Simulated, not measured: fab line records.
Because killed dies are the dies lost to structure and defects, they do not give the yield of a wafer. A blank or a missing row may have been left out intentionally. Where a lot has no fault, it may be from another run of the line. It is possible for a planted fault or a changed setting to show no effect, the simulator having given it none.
Struck lot and sound lot, side by side ; flow sky130 ; 20 steps out of a route of 708
Sound: the wafers L951.3, L951.4, L951.6. Wafers struck: L958.1, L958.2, L958.5. Last of all comes the cause.
Per side, at each step with rows, come the tool, then ch with its chambers, and then its first start. Under that, the readings that differ: sound wafers ; struck wafers ; difference of the means ; sigmas: that difference in standard deviations of wafers without a fault.
alike: words and numbers the same on both sides, and readings whose means are apart by under 2 such deviations; not compared: readings that were withheld, readings missing a value for some wafer, numbers with overlapping values and no deviation given by the record, and bounds like >300 which may hide the same value.
A row with sigmas, a row that says differs or no value, or rows on one side alone: a step with any of these is where the two part. Numbers that don't overlap but have no deviation are shown without sigmas and don't part them. Lack of a reading on every wafer of one side parts them only where that side has two or more wafers.

SKY_RES_XHIGH_STRIP_08: strips in O2/N2.
  sound on plasma asher-02 ch 0,1, day 26 23:01; struck on plasma asher-02 ch 0,1, day 29 19:16
  alike: drypump motor current A, n2 flow sccm, oes product au, strip time to endpoint s
  not compared: rf hours counter h
SKY_RES_XHIGH_TW_MEAS_09:
  struck on film metro-04, day 29 19:22; sound on film metro-02, day 26 23:05
  alike: RES_XHIGH_TW
then, 7 steps without rows for these wafers: SKY_SD_N_DEHYDRATE_00 (time 60 s); SKY_SD_N_HMDS_01 (prime time 60 s); SKY_SD_N_COAT_02 (resist thk 1140 nm); SKY_SD_N_SOFTBAKE_03 (time 60 s); SKY_SD_N_EXPOSE_04 (exposes mask NSDM, target cd 380 nm); SKY_SD_N_PEB_05; SKY_SD_N_DEVELOP_06 (develop time 60 s).
SKY_SD_N_CD_MEAS_07 targets a cd of 380 nm.
  struck on cd sem-01, day 30 22:53; sound on cd sem-02, day 28 03:46
  alike: cd nm
SKY_SD_N_OVL_MEAS_08:
  struck on overlay-01, day 30 23:01; sound on overlay-02, day 28 03:52
  alike: SD_N_OVL
next, for these wafers, 1 step has no rows: SKY_SD_N_IMPLANT_09.
SKY_SD_N_IMPLANT_10:
  sound on implanter-03 ch 0, day 28 04:05; struck on implanter-03 ch 0, day 30 23:31
  alike: end station pressure torr, faraday current uA, tilt deg
SKY_SD_N_STRIP_11: strips in O2/N2.
  sound on plasma asher-04 ch 0,1, day 28 04:13; struck on plasma asher-04 ch 0,1, day 30 23:40
  alike: drypump motor current A, n2 flow sccm, oes product au, strip time to endpoint s
  not compared: rf hours counter h
SKY_SD_N_TW_MEAS_12:
  struck on film metro-04, day 30 23:48; sound on film metro-03, day 28 04:19
  alike: SD_N_TW
then, 1 step without rows for these wafers: SKY_SD_N_CLEAN_13 (cleans in SC1/SC2, time 150 s).
SKY_SD_N_RTA_14: time 2 s.
  sound on rtp anneal-01 ch 0, day 28 04:25; struck on rtp anneal-02 ch 0, day 30 23:57
  alike: lamp power pct, wafer_temp_C_max
SKY_SD_N_RS_MEAS_16: the measuring method here is four-point-probe.
  struck on film metro-03, day 31 00:25; sound on film metro-02, day 28 04:37
reading;sound;struck;difference;sigmas
SD_N_RS (ohm/sq);68.60 68.51 68.64;65.85 65.96 66.01;-2.64;-24
SKY_SD_N_RS_MEAS_17: the measuring method here is four-point-probe.
  struck on film metro-03, day 31 05:37; sound on film metro-02, day 28 04:44
  alike: SD_P_RS
-- here the record skips 17 days between the struck wafers' starts before and after, leaving off in module SD_N and picking up in module PAD_OPEN (first step shown: number 708 of the route) --
SKY_PAD_OPEN_PROBE_99:
  struck on prober-01, day 48 00:07; sound on prober-02, day 45 23:00
reading;sound;struck;difference;sigmas
model.etest.res ndiff.rs ohm sq;120.2 120.5 121.7;117 116.9 117.2;-4;
model.etest.res ndiff hv.rs ohm sq;115.6 115.1 114.7;112.1 112 111.4;-3.3;
  alike: killed_at_M0_to_M3, killed_at_M4_up, killed at contacts, killed at front end, killed at other, killed dies, killed open, killed short
  not compared: model.etest.sonos uncharged.r on ohm um

== WHERE THEY PART ==
SKY_SD_N_RS_MEAS_16 only, going by this record. Later steps at which nothing parts them and some readings are alike: SKY_SD_N_RS_MEAS_17, SKY_PAD_OPEN_PROBE_99.

WHY: whatever the simulator had introduced
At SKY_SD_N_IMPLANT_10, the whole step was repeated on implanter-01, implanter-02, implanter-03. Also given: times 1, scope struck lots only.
